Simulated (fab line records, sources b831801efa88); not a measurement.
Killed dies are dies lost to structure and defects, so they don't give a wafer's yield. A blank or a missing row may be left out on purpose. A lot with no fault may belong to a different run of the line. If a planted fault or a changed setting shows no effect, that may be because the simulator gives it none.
What tool caused it? || flow gf180mcu || Sampling: 13 lots, 38 wafers, 4 of 602 route steps

## WHAT THE GAUGES SHOWED, per wafer
GF_MIM_THK_MEAS_06.
{"lot": "L161", "measured": "day 24 10:37", "on": "filmMetro-03", "MIM_CVD_05_THK (nm)": "41.9 42.1 42.5"}
{"lot": "L163", "measured": "day 25 11:53", "on": "filmMetro-03", "MIM_CVD_05_THK (nm)": "40.7 41.4 41.3"}
{"lot": "L164", "measured": "day 25 19:04", "on": "filmMetro-02", "MIM_CVD_05_THK (nm)": "41.8 41.4 42.9"}
{"lot": "L165", "measured": "day 26 08:31", "on": "filmMetro-01", "MIM_CVD_05_THK (nm)": "42.6 42.2 42.9"}
{"lot": "L166", "measured": "day 26 12:51", "on": "filmMetro-01", "MIM_CVD_05_THK (nm)": "42.0 42.8 41.9"}
{"lot": "L167", "measured": "day 26 15:34", "on": "filmMetro-01", "MIM_CVD_05_THK (nm)": "41.8 42.7 42.7"}
{"lot": "L170", "measured": "day 27 12:01", "on": "filmMetro-01", "MIM_CVD_05_THK (nm)": "41.3 40.8 42.3"}
{"lot": "L171", "measured": "day 27 23:37", "on": "filmMetro-01", "MIM_CVD_05_THK (nm)": "41.5 24.9 24.6"}
{"lot": "L174", "measured": "day 28 15:56", "on": "filmMetro-03", "MIM_CVD_05_THK (nm)": "41.0 24.4"}
{"lot": "L181", "measured": "day 30 18:25", "on": "filmMetro-01", "MIM_CVD_05_THK (nm)": "41.4 41.2 42.4"}
{"lot": "L182", "measured": "day 30 22:05", "on": "filmMetro-01", "MIM_CVD_05_THK (nm)": "41.9 42.2 42.5"}
{"lot": "L183", "measured": "day 31 05:19", "on": "filmMetro-01", "MIM_CVD_05_THK (nm)": "41.8 41.3 42.3"}
{"lot": "L184", "measured": "day 31 12:08", "on": "filmMetro-01", "MIM_CVD_05_THK (nm)": "42.2 41.7 42.9"}

GF_V5_BOW_MEAS_05.
{"lot": "L161", "measured": "day 26 08:13", "on": "filmMetro-02", "V5_BOW (um)": "129 134 137"}
{"lot": "L163", "measured": "day 27 07:36", "on": "filmMetro-01", "V5_BOW (um)": "125 117 115"}
{"lot": "L164", "measured": "day 27 13:52", "on": "filmMetro-04", "V5_BOW (um)": "138 136 158"}
{"lot": "L165", "measured": "day 28 03:37", "on": "filmMetro-01", "V5_BOW (um)": "138 134 131"}
{"lot": "L166", "measured": "day 28 06:47", "on": "filmMetro-01", "V5_BOW (um)": "136 142 132"}
{"lot": "L167", "measured": "day 28 09:29", "on": "filmMetro-01", "V5_BOW (um)": "121 122 122"}
{"lot": "L170", "measured": "day 29 04:58", "on": "filmMetro-02", "V5_BOW (um)": "125 130 134"}
{"lot": "L171", "measured": "day 29 16:25", "on": "filmMetro-04", "V5_BOW (um)": "124 128 127"}
{"lot": "L174", "measured": "day 30 07:31", "on": "filmMetro-02", "V5_BOW (um)": "121 130"}
{"lot": "L181", "measured": "day 32 06:52", "on": "filmMetro-02", "V5_BOW (um)": "127 138 123"}
{"lot": "L182", "measured": "day 32 10:06", "on": "filmMetro-02", "V5_BOW (um)": "140 144 149"}
{"lot": "L183", "measured": "day 32 17:59", "on": "filmMetro-02", "V5_BOW (um)": "132 125 129"}
{"lot": "L184", "measured": "day 32 23:43", "on": "filmMetro-04", "V5_BOW (um)": "127 132 132"}

## EACH LOT AND THE TOOL THAT RAN IT (in order: tool; ch and the chambers of the sampled wafers; start)
{"lot": "L161", "GF_MIM_SPUTTER_02": "pvdSputter-03, day 24 10:29", "GF_MIM_CVD_05": "pecvd-01 ch 1,2, day 24 10:34"}
{"lot": "L163", "GF_MIM_SPUTTER_02": "pvdSputter-04, day 25 11:46", "GF_MIM_CVD_05": "pecvd-03 ch 0,1, day 25 11:52"}
{"lot": "L164", "GF_MIM_SPUTTER_02": "pvdSputter-04, day 25 18:56", "GF_MIM_CVD_05": "pecvd-02 ch 0,1, day 25 19:01"}
{"lot": "L165", "GF_MIM_SPUTTER_02": "pvdSputter-03, day 26 08:23", "GF_MIM_CVD_05": "pecvd-02 ch 1,2, day 26 08:28"}
{"lot": "L166", "GF_MIM_SPUTTER_02": "pvdSputter-04, day 26 12:43", "GF_MIM_CVD_05": "pecvd-01 ch 0,1, day 26 12:48"}
{"lot": "L167", "GF_MIM_SPUTTER_02": "pvdSputter-01, day 26 15:26", "GF_MIM_CVD_05": "pecvd-03 ch 0,1,2, day 26 15:31"}
{"lot": "L170", "GF_MIM_SPUTTER_02": "pvdSputter-03, day 27 11:53", "GF_MIM_CVD_05": "pecvd-01 ch 1,2, day 27 11:59"}
{"lot": "L171", "GF_MIM_SPUTTER_02": "pvdSputter-03, day 27 23:29", "GF_MIM_CVD_05": "pecvd-01 ch 0,2, day 27 23:35"}
{"lot": "L174", "GF_MIM_SPUTTER_02": "pvdSputter-01, day 28 15:48", "GF_MIM_CVD_05": "pecvd-01 ch 0, day 28 15:53"}
{"lot": "L181", "GF_MIM_SPUTTER_02": "pvdSputter-01, day 30 18:17", "GF_MIM_CVD_05": "pecvd-03 ch 0,1,2, day 30 18:23"}
{"lot": "L182", "GF_MIM_SPUTTER_02": "pvdSputter-03, day 30 21:58", "GF_MIM_CVD_05": "pecvd-03 ch 0,2, day 30 22:04"}
{"lot": "L183", "GF_MIM_SPUTTER_02": "pvdSputter-03, day 31 05:12", "GF_MIM_CVD_05": "pecvd-02 ch 0,1,2, day 31 05:17"}
{"lot": "L184", "GF_MIM_SPUTTER_02": "pvdSputter-01, day 31 12:00", "GF_MIM_CVD_05": "pecvd-03 ch 0,2, day 31 12:05"}
- GF_MIM_SPUTTER_02: material AlCu, target thk 450 nm, time 23.9 s.
- GF_MIM_CVD_05: deposits Si3N4, target thk 42 nm, time 29.086 s.

## AS READ BY THE TOOLS THEMSELVES (means over the sampled wafers that have a number; for cases with no such wafer, the mark the record gives instead)
GF_MIM_SPUTTER_02.
{"lot": "L161", "tool": "pvdSputter-03", "throttleValvePct (%)": 29.4}
{"lot": "L163", "tool": "pvdSputter-04", "throttleValvePct (%)": 29.4}
{"lot": "L164", "tool": "pvdSputter-04", "throttleValvePct (%)": 29.5}
{"lot": "L165", "tool": "pvdSputter-03", "throttleValvePct (%)": 30.8}
{"lot": "L166", "tool": "pvdSputter-04", "throttleValvePct (%)": 29.0}
{"lot": "L167", "tool": "pvdSputter-01", "throttleValvePct (%)": 29.0}
{"lot": "L170", "tool": "pvdSputter-03", "throttleValvePct (%)": 30.2}
{"lot": "L171", "tool": "pvdSputter-03", "throttleValvePct (%)": 30.5}
{"lot": "L174", "tool": "pvdSputter-01", "throttleValvePct (%)": 30.6}
{"lot": "L181", "tool": "pvdSputter-01", "throttleValvePct (%)": 28.9}
{"lot": "L182", "tool": "pvdSputter-03", "throttleValvePct (%)": 29.8}
{"lot": "L183", "tool": "pvdSputter-03", "throttleValvePct (%)": 30.2}
{"lot": "L184", "tool": "pvdSputter-01", "throttleValvePct (%)": 29.9}

GF_MIM_CVD_05.
{"lot": "L161", "tool": "pecvd-01", "heaterPowerOuterW (W)": 322, "heaterPowerW (W)": 564}
{"lot": "L163", "tool": "pecvd-03", "heaterPowerOuterW (W)": 416, "heaterPowerW (W)": 739}
{"lot": "L164", "tool": "pecvd-02", "heaterPowerOuterW (W)": 329, "heaterPowerW (W)": 585}
{"lot": "L165", "tool": "pecvd-02", "heaterPowerOuterW (W)": 436, "heaterPowerW (W)": 710}
{"lot": "L166", "tool": "pecvd-01", "heaterPowerOuterW (W)": 327, "heaterPowerW (W)": 578}
{"lot": "L167", "tool": "pecvd-03", "heaterPowerOuterW (W)": 411, "heaterPowerW (W)": 746}
{"lot": "L170", "tool": "pecvd-01", "heaterPowerOuterW (W)": 324, "heaterPowerW (W)": 564}
{"lot": "L171", "tool": "pecvd-01", "heaterPowerOuterW (W)": 338, "heaterPowerW (W)": 557}
{"lot": "L174", "tool": "pecvd-01", "heaterPowerOuterW (W)": 315, "heaterPowerW (W)": 546}
{"lot": "L181", "tool": "pecvd-03", "heaterPowerOuterW (W)": 439, "heaterPowerW (W)": 788}
{"lot": "L182", "tool": "pecvd-03", "heaterPowerOuterW (W)": 398, "heaterPowerW (W)": 702}
{"lot": "L183", "tool": "pecvd-02", "heaterPowerOuterW (W)": 419, "heaterPowerW (W)": 714}
{"lot": "L184", "tool": "pecvd-03", "heaterPowerOuterW (W)": 460, "heaterPowerW (W)": 802}

## THE ANSWER, worked out from the rows above alone
Rule: what is usual is taken from the lots themselves. Put in order of their means at a reading, lots are off if they are a third of the lots or fewer, leave a main group of 4 or more, and stand apart from it by a gap of 3 or more times the standard deviation of the main group's means; of several such gaps the widest counts. If all means in a main group match to the digits the tables above print for the reading, that group is not used. A lot without any number at a reading at which 4 lots or more have one is off too. The other lots that the step has rows for count as sound. The gauges are gone through in route order, then the tools' own readings, and for those a lot's mean is taken as printed above. The first step at which some lot is off is used, and at that step the reading that is off furthest; a lot without a number counts as furthest.
Off: L171, L174, seen at GF_MIM_THK_MEAS_06 (MIM_CVD_05_THK). Mean 42.0 nm and standard deviation 0.41 in the main group.
If a tool, at a process step before that reading, ran all the lots that are off and no sound lot after the first of them, it fits. Those tools and the gauges at GF_MIM_THK_MEAS_06 are tried in the same way. One fits: pecvd-01 at GF_MIM_CVD_05. Its last sound lot is L170 (day 27 11:59), its first lot that is off L171 (day 27 23:35): a fault that began between those two fits.

## WHAT HAD BEEN PUT IN BY THE SIMULATOR
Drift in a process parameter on pecvd-01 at GF_MIM_CVD_05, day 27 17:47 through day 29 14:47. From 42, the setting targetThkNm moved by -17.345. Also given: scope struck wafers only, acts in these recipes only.
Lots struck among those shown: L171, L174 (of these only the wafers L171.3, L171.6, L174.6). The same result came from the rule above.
